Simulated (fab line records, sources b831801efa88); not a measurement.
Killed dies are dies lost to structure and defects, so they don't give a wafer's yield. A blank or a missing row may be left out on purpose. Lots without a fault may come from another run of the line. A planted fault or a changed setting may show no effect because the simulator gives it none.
Which tool did it? | flow gf180mcu | 7 lots, 21 wafers sampled, at 2 steps of a route of 602

WHAT THE GAUGES READ, wafer by wafer
GF_SAB_THK_MEAS_01.
lot  | measured     | on            | SAB_CVD_00_THK (nm)
L113 | day 15 05:19 | film_metro-04 | 49.4 49.9 49.5
L115 | day 16 01:40 | film_metro-03 | 50.2 50.3 50.7
L117 | day 16 16:29 | film_metro-01 | 101.3 103.4 103.0
L119 | day 17 09:27 | film_metro-01 | 49.7 49.9 50.8
L128 | day 20 14:32 | film_metro-03 | 50.0 51.5 50.9
L131 | day 21 12:56 | film_metro-01 | 50.9 51.1 50.7
L133 | day 22 03:49 | film_metro-01 | 49.7 50.2 49.1

WHICH TOOL RAN EACH LOT (tool, then ch and the chambers of the sampled wafers, then the start)
lot  | GF_SAB_CVD_00
L113 | pecvd-01 ch 1,2, day 15 05:18
L115 | pecvd-01 ch 0,1,2, day 16 01:39
L117 | pecvd-01 ch 0,1, day 16 16:15
L119 | pecvd-02 ch 1,2, day 17 09:25
L128 | pecvd-01 ch 1,2, day 20 14:31
L131 | pecvd-01 ch 1,2, day 21 12:55
L133 | pecvd-02 ch 0,1,2, day 22 03:48
- GF_SAB_CVD_00: deposits SiO2 from TEOS, target thk 50 nm, time 4.9302 s.

THE ANSWER, worked out from the rows above alone
Rule: what is usual is taken from the lots themselves. Put in order of their means at a reading, lots are off if they are a third of the lots or fewer, leave a main group of 4 or more, and stand apart from it by a gap of 3 or more times the standard deviation of the main group's means; of several such gaps the widest counts. A main group whose means are all the same, to the digits that the tables above print for the reading, isn't used. A lot without any number at a reading at which 4 lots or more have one is off too. The other lots that the step has rows for count as sound.
Off: L117, at GF_SAB_THK_MEAS_01 (SAB_CVD_00_THK). The main group: mean 50.2 nm, standard deviation 0.5.
A tool fits if, at a process step before that reading, it ran every lot that is off, and no sound lot after the first of them. The gauges at GF_SAB_THK_MEAS_01 are tried like those tools. None of those tried fits.

WHAT THE SIMULATOR HAD PUT IN
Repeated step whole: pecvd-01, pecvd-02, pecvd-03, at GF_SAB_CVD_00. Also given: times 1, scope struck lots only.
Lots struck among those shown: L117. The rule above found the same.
